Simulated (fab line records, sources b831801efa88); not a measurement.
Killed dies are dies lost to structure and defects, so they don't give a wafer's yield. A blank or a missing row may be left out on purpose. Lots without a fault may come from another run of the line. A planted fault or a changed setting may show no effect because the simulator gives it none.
Which tool did it? | flow gf180mcu | 12 lots, 36 wafers sampled, at 4 steps of a route of 602

WHAT THE GAUGES READ, wafer by wafer
GF_M1_OVL_MEAS_15. Usual: M1_OVL 1 nm, standard deviation 5.9.
lot  | measured     | on         | M1_OVL (nm) | flag
L844 | day 18 07:25 | overlay-02 | 4 3 6       |
L845 | day 18 22:19 | overlay-02 | 6 9 7       |
L847 | day 19 11:26 | overlay-02 | 4 7 8       |
L848 | day 19 14:24 | overlay-01 | -4 -1 8     |
L849 | day 20 01:25 | overlay-01 | 0 -1 -6     |
L850 | day 20 18:47 | overlay-02 | -12 -6 -10  |
L851 | day 21 02:07 | overlay-01 | 9 0 12      |
L852 | day 21 08:44 | overlay-02 | 9 6 6       |
L858 | day 23 08:44 | overlay-01 | -1 1 0      |
L861 | day 24 11:20 | overlay-01 | -3 -3 -2    |
L862 | day 24 13:44 | overlay-01 | 12 4 8      |
L863 | day 24 21:44 | overlay-02 | -3 -5 3     |

WHICH TOOL RAN EACH LOT (tool, then ch and the chambers of the sampled wafers, then the start)
lot  | GF_CONTACT_STRIP_18                  | GF_CONTACT_SPUTTER_22        | GF_M1_SPUTTER_03
L844 | plasma_asher-01 ch 0, day 17 06:50   | pvd_sputter-02, day 17 07:08 | pvd_sputter-01, day 17 08:05
L845 | plasma_asher-04 ch 1, day 17 20:44   | pvd_sputter-02, day 17 21:02 | pvd_sputter-01, day 17 22:43
L847 | plasma_asher-02 ch 0,1, day 18 10:21 | pvd_sputter-01, day 18 10:38 | pvd_sputter-03, day 18 11:29
L848 | plasma_asher-01 ch 0,1, day 18 13:22 | pvd_sputter-02, day 18 13:41 | pvd_sputter-03, day 18 14:31
L849 | plasma_asher-04 ch 0,1, day 18 23:26 | pvd_sputter-02, day 18 23:46 | pvd_sputter-04, day 19 00:37
L850 | plasma_asher-02 ch 0,1, day 19 17:15 | pvd_sputter-02, day 19 17:32 | pvd_sputter-01, day 19 18:22
L851 | plasma_asher-01 ch 0,1, day 20 00:53 | pvd_sputter-02, day 20 01:11 | pvd_sputter-04, day 20 02:02
L852 | plasma_asher-04 ch 0,1, day 20 07:38 | pvd_sputter-02, day 20 07:57 | pvd_sputter-04, day 20 08:47
L858 | plasma_asher-01 ch 1, day 22 09:01   | pvd_sputter-03, day 22 09:19 | pvd_sputter-04, day 22 10:11
L861 | plasma_asher-02 ch 0,1, day 23 11:41 | pvd_sputter-01, day 23 11:57 | pvd_sputter-03, day 23 12:47
L862 | plasma_asher-04 ch 0,1, day 23 14:29 | pvd_sputter-03, day 23 14:47 | pvd_sputter-04, day 23 15:37
L863 | plasma_asher-01 ch 0,1, day 23 23:11 | pvd_sputter-02, day 23 23:29 | pvd_sputter-03, day 24 00:19
- GF_CONTACT_STRIP_18: strips in O2/N2.
- GF_CONTACT_SPUTTER_22: material Ti, target thk 15 nm, time 80.02 s.
- GF_M1_SPUTTER_03: material Ti, target thk 10 nm, time 6.7 s.

WHAT THE TOOLS THEMSELVES READ (means of the sampled wafers that have a number; where no wafer has one, the mark that the record gives instead)
GF_CONTACT_STRIP_18. Usual: drypump_motor_current_A 5.79 A, standard deviation 0.19; heater_power_w 327 W, standard deviation 39; oes_product_au 0.580 a.u., standard deviation 0.0045; platen_temp_c 249.96 C, standard deviation 0.16.
lot  | tool            | drypump_motor_current_A (A) | heater_power_w (W) | oes_product_au (a.u.) | platen_temp_c (C) | flag
L844 | plasma_asher-01 | 5.73                        | 287                | 0.574                 | 250.21            |
L845 | plasma_asher-04 | 6.02                        | 348                | 0.581                 | 249.89            |
L847 | plasma_asher-02 | 5.73                        | 296                | 0.584                 | 250.03            |
L848 | plasma_asher-01 | 5.64                        | 351                | 0.583                 | 249.83            |
L849 | plasma_asher-04 | 6.05                        | 332                | 0.581                 | 249.99            |
L850 | plasma_asher-02 | 5.73                        | 300                | 0.578                 | 249.97            |
L851 | plasma_asher-01 | 5.63                        | 358                | 0.580                 | 250.03            |
L852 | plasma_asher-04 | 6.04                        | 328                | 0.577                 | 249.95            |
L858 | plasma_asher-01 | 5.59                        | 396                | 0.578                 | 249.92            |
L861 | plasma_asher-02 | 5.68                        | 315                | 0.577                 | 250.13            |
L862 | plasma_asher-04 | 6.09                        | 324                | 0.579                 | 249.90            |
L863 | plasma_asher-01 | 5.64                        | 354                | 0.583                 | 249.79            |

GF_CONTACT_SPUTTER_22. Usual: cathode_dc_power_W 2500.0 W, standard deviation 0.48; chamber_pressure_pa 5.000 Pa, standard deviation 0.011; throttle_valve_pct 30.5 %, standard deviation 0.87.
lot  | tool           | cathode_dc_power_W (W) | chamber_pressure_pa (Pa) | throttle_valve_pct (%) | flag
L844 | pvd_sputter-02 | 2499.6                 | 5.000                    | 31.2                   |
L845 | pvd_sputter-02 | 2499.8                 | 4.996                    | 31.4                   |
L847 | pvd_sputter-01 | 2500.2                 | 4.994                    | 30.5                   |
L848 | pvd_sputter-02 | 2500.4                 | 5.003                    | 31.4                   |
L849 | pvd_sputter-02 | 2500.1                 | 5.011                    | 31.3                   |
L850 | pvd_sputter-02 | 2500.0                 | 4.997                    | 30.8                   |
L851 | pvd_sputter-02 | 2499.6                 | 4.993                    | 31.0                   |
L852 | pvd_sputter-02 | 2500.1                 | 4.997                    | 30.6                   |
L858 | pvd_sputter-03 | 2500.1                 | 4.996                    | 29.4                   |
L861 | pvd_sputter-01 | 2499.6                 | 4.989                    | 29.8                   |
L862 | pvd_sputter-03 | 2500.3                 | 5.006                    | 29.8                   |
L863 | pvd_sputter-02 | 2499.5                 | 4.989                    | 30.9                   |

GF_M1_SPUTTER_03. Usual: cathode_dc_power_W 3000.0 W, standard deviation 0.56; chamber_pressure_pa 0.3001 Pa, standard deviation 0.00066; throttle_valve_pct 29.8 %, standard deviation 0.68.
lot  | tool           | cathode_dc_power_W (W) | chamber_pressure_pa (Pa) | throttle_valve_pct (%) | flag
L844 | pvd_sputter-01 | 2999.6                 | 0.3002                   | 29.1                   |
L845 | pvd_sputter-01 | 3000.0                 | 0.2997                   | 30.4                   |
L847 | pvd_sputter-03 | 2999.8                 | 0.3004                   | 29.8                   |
L848 | pvd_sputter-03 | 2999.8                 | 0.2998                   | 29.9                   |
L849 | pvd_sputter-04 | 3000.4                 | 0.3007                   | 29.5                   |
L850 | pvd_sputter-01 | 3000.3                 | 0.3010                   | 30.0                   |
L851 | pvd_sputter-04 | 2999.8                 | 0.2997                   | 29.4                   |
L852 | pvd_sputter-04 | 3000.1                 | 0.3005                   | 29.6                   |
L858 | pvd_sputter-04 | 3000.5                 | 0.2993                   | 29.9                   |
L861 | pvd_sputter-03 | -                      | -                        | -                      | OFF
L862 | pvd_sputter-04 | -                      | -                        | -                      | OFF
L863 | pvd_sputter-03 | -                      | -                        | -                      | OFF

THE ANSWER, worked out from the rows above alone
Rule: a lot is off if the mean of its wafers that have a number lies more than 3 standard deviations from the usual mean. A lot without any number at a reading at which 4 lots or more have one is off too. The other lots that the step has rows for count as sound. The gauges are gone through in route order, then the tools' own readings, and for those a lot's mean is taken as printed above. The first step at which some lot is off is used, and at that step the reading that is off furthest; a lot without a number counts as furthest.
Off: L861, L862, L863, at GF_M1_SPUTTER_03 (cathode_dc_power_W). Without a number there: L861, L862, L863.
A tool fits if, at that step or a process step before it, it ran every lot that is off, and no sound lot after the first of them. None of those tried fits.

WHAT THE SIMULATOR HAD PUT IN
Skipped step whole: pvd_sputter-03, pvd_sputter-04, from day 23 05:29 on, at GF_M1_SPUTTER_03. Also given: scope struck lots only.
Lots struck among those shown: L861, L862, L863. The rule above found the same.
